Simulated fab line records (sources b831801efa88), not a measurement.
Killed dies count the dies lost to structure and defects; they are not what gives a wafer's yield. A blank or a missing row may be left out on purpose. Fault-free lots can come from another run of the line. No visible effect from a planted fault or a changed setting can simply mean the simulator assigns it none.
Which tool was responsible? :: flow gf180mcu :: Sampling: 11 lots, 31 wafers, 8 of 602 route steps

== WHAT EACH GAUGE READ, for each wafer ==
GF_STI_THK_MEAS_22.
lot: L542
measured: day 2 04:29
on: filmMetro-02
STI_OXIDATION_01_THK (nm): 15.00 15.01 15.00

lot: L543
measured: day 2 08:05
on: filmMetro-01
STI_OXIDATION_01_THK (nm): 14.89 14.76 14.80

lot: L544
measured: day 2 14:02
on: filmMetro-04
STI_OXIDATION_01_THK (nm): 15.17 15.32 15.00

lot: L545
measured: day 2 18:37
on: filmMetro-04
STI_OXIDATION_01_THK (nm): 15.45 15.41 15.16

lot: L546
measured: day 3 01:06
on: filmMetro-02
STI_OXIDATION_01_THK (nm): 15.05 15.19 15.32

lot: L547
measured: day 3 04:38
on: filmMetro-01
STI_OXIDATION_01_THK (nm): 15.29 15.19 14.92

lot: L549
measured: day 3 16:08
on: filmMetro-01
STI_OXIDATION_01_THK (nm): 15.00 15.19 15.23

lot: L556
measured: day 5 10:40
on: filmMetro-01
STI_OXIDATION_01_THK (nm): 15.03

lot: L560
measured: day 6 01:07
on: filmMetro-04
STI_OXIDATION_01_THK (nm): 15.45 15.42 15.34

lot: L562
measured: day 6 10:37
on: filmMetro-04
STI_OXIDATION_01_THK (nm): 15.28 15.29 15.13

lot: L565
measured: day 7 02:02
on: filmMetro-01
STI_OXIDATION_01_THK (nm): 14.53 14.52 14.49

GF_NWELL_TW_MEAS_11.
lot: L542
measured: day 3 07:31
on: filmMetro-03
NWELL_TW: 1545 1547 1543

lot: L543
measured: day 3 12:08
on: filmMetro-04
NWELL_TW: 1589 1575 1583

lot: L544
measured: day 3 17:21
on: filmMetro-04
NWELL_TW: 1588 1579 1590

lot: L545
measured: day 3 22:18
on: filmMetro-02
NWELL_TW: 1580 1579 1583

lot: L546
measured: day 4 07:01
on: filmMetro-04
NWELL_TW: 1579 1577 1577

lot: L547
measured: day 4 09:51
on: filmMetro-02
NWELL_TW: 1578 1590 1573

lot: L549
measured: day 4 22:11
on: filmMetro-02
NWELL_TW: 1583 1580 1589

lot: L556
measured: day 6 12:17
on: filmMetro-02
NWELL_TW: 1937 1940

lot: L560
measured: day 7 11:51
on: filmMetro-03
NWELL_TW: 1562 1564 1554

lot: L562
measured: day 7 21:05
on: filmMetro-03
NWELL_TW: 1565 1559 1559

lot: L565
measured: day 8 12:30
on: filmMetro-04
NWELL_TW: 1570 1571 1581

GF_LVPWELL_TW_MEAS_11.
lot: L542
measured: day 3 19:40
on: filmMetro-03
LVPWELL_TW: 550 550 551

lot: L543
measured: day 4 01:29
on: filmMetro-02
LVPWELL_TW: 564 566 566

lot: L544
measured: day 4 07:05
on: filmMetro-03
LVPWELL_TW: 550 553 551

lot: L545
measured: day 4 11:26
on: filmMetro-04
LVPWELL_TW: 564 562 564

lot: L546
measured: day 4 20:57
on: filmMetro-03
LVPWELL_TW: 553 556 555

lot: L547
measured: day 4 23:53
on: filmMetro-04
LVPWELL_TW: 560 557 559

lot: L549
measured: day 5 12:42
on: filmMetro-03
LVPWELL_TW: 553 553 552

lot: L556
measured: day 7 03:58
on: filmMetro-02
LVPWELL_TW: 1530 1538

lot: L560
measured: day 8 04:06
on: filmMetro-03
LVPWELL_TW: 557 553 556

lot: L562
measured: day 8 13:37
on: filmMetro-03
LVPWELL_TW: 555 558 555

lot: L565
measured: day 9 05:49
on: filmMetro-04
LVPWELL_TW: 561 559 562

GF_MVSD_TW_MEAS_11.
lot: L542
measured: day 4 09:31
on: filmMetro-02
MVSD_TW: 1597 1576 1581

lot: L543
measured: day 4 15:11
on: filmMetro-03
MVSD_TW: 1555 1566 1566

lot: L544
measured: day 4 21:17
on: filmMetro-03
MVSD_TW: 1560 1562 1566

lot: L545
measured: day 5 01:06
on: filmMetro-03
MVSD_TW: 1562 1550 1548

lot: L546
measured: day 5 11:16
on: filmMetro-02
MVSD_TW: 1583 1591 1588

lot: L547
measured: day 5 14:44
on: filmMetro-04
MVSD_TW: 1587 1591 1596

lot: L549
measured: day 6 03:27
on: filmMetro-03
MVSD_TW: 1557 1556 1559

lot: L556
measured: day 7 20:28
on: filmMetro-04
MVSD_TW: 1932

lot: L560
measured: day 8 19:45
on: filmMetro-03
MVSD_TW: 1564 1575 1568

lot: L562
measured: day 9 06:30
on: filmMetro-02
MVSD_TW: 1585 1582 1587

lot: L565
measured: day 9 22:34
on: filmMetro-04
MVSD_TW: 1589 1579 1583

== EACH LOT AND THE TOOL THAT RAN IT (in order: tool; ch and the chambers of the sampled wafers; start) ==
lot: L542
GF_DNWELL_COAT_02: lithoTrack-01 ch 0, day 2 11:58
GF_DNWELL_STRIP_08: plasmaAsher-02 ch 0,1, day 2 18:39
GF_LVPWELL_STRIP_10: plasmaAsher-01 ch 0,1, day 3 19:35
GF_MVSD_STRIP_10: plasmaAsher-04 ch 0,1, day 4 09:26

lot: L543
GF_DNWELL_COAT_02: lithoTrack-02 ch 0, day 2 17:07
GF_DNWELL_STRIP_08: plasmaAsher-01 ch 0,1, day 2 23:25
GF_LVPWELL_STRIP_10: plasmaAsher-01 ch 0,1, day 4 01:23
GF_MVSD_STRIP_10: plasmaAsher-02 ch 0,1, day 4 15:05

lot: L544
GF_DNWELL_COAT_02: lithoTrack-01 ch 0, day 2 22:34
GF_DNWELL_STRIP_08: plasmaAsher-01 ch 0,1, day 3 04:34
GF_LVPWELL_STRIP_10: plasmaAsher-02 ch 0,1, day 4 06:59
GF_MVSD_STRIP_10: plasmaAsher-03 ch 0,1, day 4 21:11

lot: L545
GF_DNWELL_COAT_02: lithoTrack-01 ch 0, day 3 02:46
GF_DNWELL_STRIP_08: plasmaAsher-02 ch 1, day 3 09:43
GF_LVPWELL_STRIP_10: plasmaAsher-03 ch 0,1, day 4 11:20
GF_MVSD_STRIP_10: plasmaAsher-03 ch 0,1, day 5 01:00

lot: L546
GF_DNWELL_COAT_02: lithoTrack-01 ch 0, day 3 11:11
GF_DNWELL_STRIP_08: plasmaAsher-01 ch 0,1, day 3 17:25
GF_LVPWELL_STRIP_10: plasmaAsher-02 ch 0,1, day 4 20:50
GF_MVSD_STRIP_10: plasmaAsher-03 ch 0,1, day 5 11:09

lot: L547
GF_DNWELL_COAT_02: lithoTrack-01 ch 0, day 3 13:19
GF_DNWELL_STRIP_08: plasmaAsher-04 ch 0,1, day 3 19:46
GF_LVPWELL_STRIP_10: plasmaAsher-02 ch 0,1, day 4 23:47
GF_MVSD_STRIP_10: plasmaAsher-02 ch 0,1, day 5 14:35

lot: L549
GF_DNWELL_COAT_02: lithoTrack-01 ch 0, day 4 01:25
GF_DNWELL_STRIP_08: plasmaAsher-01 ch 0,1, day 4 08:37
GF_LVPWELL_STRIP_10: plasmaAsher-01 ch 0,1, day 5 12:36
GF_MVSD_STRIP_10: plasmaAsher-04 ch 1, day 6 03:21

lot: L556
GF_DNWELL_COAT_02: lithoTrack-02 ch 0, day 5 14:05
GF_DNWELL_STRIP_08: plasmaAsher-01 ch 1, day 5 20:33
GF_LVPWELL_STRIP_10: plasmaAsher-03 ch 0, day 7 03:53
GF_MVSD_STRIP_10: plasmaAsher-03 ch 1, day 7 20:20

lot: L560
GF_DNWELL_COAT_02: lithoTrack-04 ch 0, day 6 11:07
GF_DNWELL_STRIP_08: plasmaAsher-02 ch 0,1, day 6 19:22
GF_LVPWELL_STRIP_10: plasmaAsher-02 ch 0,1, day 8 04:00
GF_MVSD_STRIP_10: plasmaAsher-04 ch 0,1, day 8 19:39

lot: L562
GF_DNWELL_COAT_02: lithoTrack-01 ch 0, day 6 20:47
GF_DNWELL_STRIP_08: plasmaAsher-02 ch 0,1, day 7 04:28
GF_LVPWELL_STRIP_10: plasmaAsher-01 ch 0,1, day 8 13:30
GF_MVSD_STRIP_10: plasmaAsher-03 ch 1, day 9 06:23

lot: L565
GF_DNWELL_COAT_02: lithoTrack-01 ch 0, day 7 12:23
GF_DNWELL_STRIP_08: plasmaAsher-02 ch 0,1, day 7 20:28
GF_LVPWELL_STRIP_10: plasmaAsher-02 ch 0,1, day 9 05:41
GF_MVSD_STRIP_10: plasmaAsher-03 ch 0,1, day 9 22:27
- GF_DNWELL_COAT_02: resist thk 3000 nm.
- GF_DNWELL_STRIP_08: strips in O2/N2.
- GF_LVPWELL_STRIP_10: strips in O2/N2.
- GF_MVSD_STRIP_10: strips in O2/N2.

== WHAT THE TOOLS THEMSELVES READ (means of the sampled wafers that have a number; where no wafer has one, the mark that the record gives instead) ==
GF_DNWELL_COAT_02.
lot: L542
tool: lithoTrack-01
chillPlateTempC (C): 23.07

lot: L543
tool: lithoTrack-02
chillPlateTempC (C): 23.03

lot: L544
tool: lithoTrack-01
chillPlateTempC (C): 23.16

lot: L545
tool: lithoTrack-01
chillPlateTempC (C): 22.83

lot: L546
tool: lithoTrack-01
chillPlateTempC (C): 22.90

lot: L547
tool: lithoTrack-01
chillPlateTempC (C): 23.01

lot: L549
tool: lithoTrack-01
chillPlateTempC (C): 22.80

lot: L556
tool: lithoTrack-02
chillPlateTempC (C): 23.16

lot: L560
tool: lithoTrack-04
chillPlateTempC (C): 23.18

lot: L562
tool: lithoTrack-01
chillPlateTempC (C): 22.90

lot: L565
tool: lithoTrack-01
chillPlateTempC (C): 23.04

GF_DNWELL_STRIP_08.
lot: L542
tool: plasmaAsher-02
drypumpMotorCurrentA (A): 5.76
heaterPowerW (W): 326
oesProductAu (a.u.): 0.718
stripTimeToEndpointS (s): 37.11

lot: L543
tool: plasmaAsher-01
drypumpMotorCurrentA (A): 5.44
heaterPowerW (W): 315
oesProductAu (a.u.): 0.720
stripTimeToEndpointS (s): 36.97

lot: L544
tool: plasmaAsher-01
drypumpMotorCurrentA (A): 5.46
heaterPowerW (W): 313
oesProductAu (a.u.): 0.718
stripTimeToEndpointS (s): 36.98

lot: L545
tool: plasmaAsher-02
drypumpMotorCurrentA (A): 5.83
heaterPowerW (W): 327
oesProductAu (a.u.): 0.725
stripTimeToEndpointS (s): 37.17

lot: L546
tool: plasmaAsher-01
drypumpMotorCurrentA (A): 5.47
heaterPowerW (W): 311
oesProductAu (a.u.): 0.722
stripTimeToEndpointS (s): 36.86

lot: L547
tool: plasmaAsher-04
drypumpMotorCurrentA (A): 5.46
heaterPowerW (W): 330
oesProductAu (a.u.): 0.722
stripTimeToEndpointS (s): 37.09

lot: L549
tool: plasmaAsher-01
drypumpMotorCurrentA (A): 5.46
heaterPowerW (W): 319
oesProductAu (a.u.): 0.721
stripTimeToEndpointS (s): 37.04

lot: L556
tool: plasmaAsher-01
drypumpMotorCurrentA (A): 5.29
heaterPowerW (W): 322
oesProductAu (a.u.): 0.715
stripTimeToEndpointS (s): 16.52

lot: L560
tool: plasmaAsher-02
drypumpMotorCurrentA (A): 5.72
heaterPowerW (W): 329
oesProductAu (a.u.): 0.723
stripTimeToEndpointS (s): 37.04

lot: L562
tool: plasmaAsher-02
drypumpMotorCurrentA (A): 5.73
heaterPowerW (W): 322
oesProductAu (a.u.): 0.723
stripTimeToEndpointS (s): 36.95

lot: L565
tool: plasmaAsher-02
drypumpMotorCurrentA (A): 5.63
heaterPowerW (W): 322
oesProductAu (a.u.): 0.728
stripTimeToEndpointS (s): 36.80

GF_LVPWELL_STRIP_10.
lot: L542
tool: plasmaAsher-01
drypumpMotorCurrentA (A): 5.4
heaterPowerW (W): 317
oesProductAu (a.u.): 0.726
stripTimeToEndpointS (s): 37.09

lot: L543
tool: plasmaAsher-01
drypumpMotorCurrentA (A): 5.4
heaterPowerW (W): 322
oesProductAu (a.u.): 0.728
stripTimeToEndpointS (s): 36.88

lot: L544
tool: plasmaAsher-02
drypumpMotorCurrentA (A): 5.7
heaterPowerW (W): 324
oesProductAu (a.u.): 0.725
stripTimeToEndpointS (s): 37.02

lot: L545
tool: plasmaAsher-03
drypumpMotorCurrentA (A): 5.7
heaterPowerW (W): 331
oesProductAu (a.u.): 0.725
stripTimeToEndpointS (s): 37.11

lot: L546
tool: plasmaAsher-02
drypumpMotorCurrentA (A): 5.6
heaterPowerW (W): 322
oesProductAu (a.u.): 0.722
stripTimeToEndpointS (s): 36.86

lot: L547
tool: plasmaAsher-02
drypumpMotorCurrentA (A): 5.7
heaterPowerW (W): 323
oesProductAu (a.u.): 0.721
stripTimeToEndpointS (s): 37.13

lot: L549
tool: plasmaAsher-01
drypumpMotorCurrentA (A): 5.4
heaterPowerW (W): 313
oesProductAu (a.u.): 0.719
stripTimeToEndpointS (s): 36.88

lot: L556
tool: plasmaAsher-03
drypumpMotorCurrentA (A): 5.4
heaterPowerW (W): 327
oesProductAu (a.u.): 0.734
stripTimeToEndpointS (s): 37.04

lot: L560
tool: plasmaAsher-02
drypumpMotorCurrentA (A): 5.7
heaterPowerW (W): 323
oesProductAu (a.u.): 0.726
stripTimeToEndpointS (s): 36.96

lot: L562
tool: plasmaAsher-01
drypumpMotorCurrentA (A): 5.4
heaterPowerW (W): 320
oesProductAu (a.u.): 0.723
stripTimeToEndpointS (s): 37.06

lot: L565
tool: plasmaAsher-02
drypumpMotorCurrentA (A): 5.6
heaterPowerW (W): 323
oesProductAu (a.u.): 0.721
stripTimeToEndpointS (s): 37.02

GF_MVSD_STRIP_10.
lot: L542
tool: plasmaAsher-04
drypumpMotorCurrentA (A): 5.5
heaterPowerW (W): 330
oesProductAu (a.u.): 0.720
stripTimeToEndpointS (s): 37.07

lot: L543
tool: plasmaAsher-02
drypumpMotorCurrentA (A): 5.8
heaterPowerW (W): 322
oesProductAu (a.u.): 0.718
stripTimeToEndpointS (s): 37.04

lot: L544
tool: plasmaAsher-03
drypumpMotorCurrentA (A): 6.0
heaterPowerW (W): 329
oesProductAu (a.u.): 0.720
stripTimeToEndpointS (s): 37.00

lot: L545
tool: plasmaAsher-03
drypumpMotorCurrentA (A): 5.7
heaterPowerW (W): 332
oesProductAu (a.u.): 0.720
stripTimeToEndpointS (s): 37.07

lot: L546
tool: plasmaAsher-03
drypumpMotorCurrentA (A): 5.9
heaterPowerW (W): 333
oesProductAu (a.u.): 0.721
stripTimeToEndpointS (s): 37.03

lot: L547
tool: plasmaAsher-02
drypumpMotorCurrentA (A): 5.7
heaterPowerW (W): 320
oesProductAu (a.u.): 0.722
stripTimeToEndpointS (s): 36.94

lot: L549
tool: plasmaAsher-04
drypumpMotorCurrentA (A): 5.6
heaterPowerW (W): 337
oesProductAu (a.u.): 0.726
stripTimeToEndpointS (s): 36.89

lot: L556
tool: plasmaAsher-03
drypumpMotorCurrentA (A): 6.2
heaterPowerW (W): 341
oesProductAu (a.u.): 0.722
stripTimeToEndpointS (s): 36.99

lot: L560
tool: plasmaAsher-04
drypumpMotorCurrentA (A): 5.4
heaterPowerW (W): 335
oesProductAu (a.u.): 0.718
stripTimeToEndpointS (s): 37.03

lot: L562
tool: plasmaAsher-03
drypumpMotorCurrentA (A): 6.2
heaterPowerW (W): 326
oesProductAu (a.u.): 0.723
stripTimeToEndpointS (s): 36.95

lot: L565
tool: plasmaAsher-03
drypumpMotorCurrentA (A): 5.7
heaterPowerW (W): 330
oesProductAu (a.u.): 0.724
stripTimeToEndpointS (s): 36.97

== THE ANSWER, worked out from the rows above alone ==
Rule: the usual values come from the lots themselves. Put in order of their means at a reading, lots are off if they are a third of the lots or fewer, leave a main group of 4 or more, and stand apart from it by a gap of 3 or more times the standard deviation of the main group's means; of several such gaps the widest counts. A main group is skipped when, at the precision printed for the reading in the tables above, its means are all equal. A lot without any number at a reading at which 4 lots or more have one is off too. All remaining lots with rows at the step are treated as sound. After the gauges, taken in route order, come the tools' own readings; for these a lot's mean is taken, as printed above. The first step at which some lot is off is used, and at that step the reading that is off furthest; a lot without a number counts as furthest.
Off: L556, at GF_NWELL_TW_MEAS_11 (NWELL_TW). The main group: mean 1573, standard deviation 13.
A tool fits if, at a process step before that reading, it ran every lot that is off, and no sound lot after the first of them. Not tried: the gauges at GF_NWELL_TW_MEAS_11; whatever is off there is also off at GF_MVSD_TW_MEAS_11, on other tools, and gauge error can't account for it. Undecided on this evidence; 2 tools fit (lithoTrack-02 at GF_DNWELL_COAT_02, plasmaAsher-01 at GF_DNWELL_STRIP_08).

== WHAT HAD BEEN PUT IN BY THE SIMULATOR ==
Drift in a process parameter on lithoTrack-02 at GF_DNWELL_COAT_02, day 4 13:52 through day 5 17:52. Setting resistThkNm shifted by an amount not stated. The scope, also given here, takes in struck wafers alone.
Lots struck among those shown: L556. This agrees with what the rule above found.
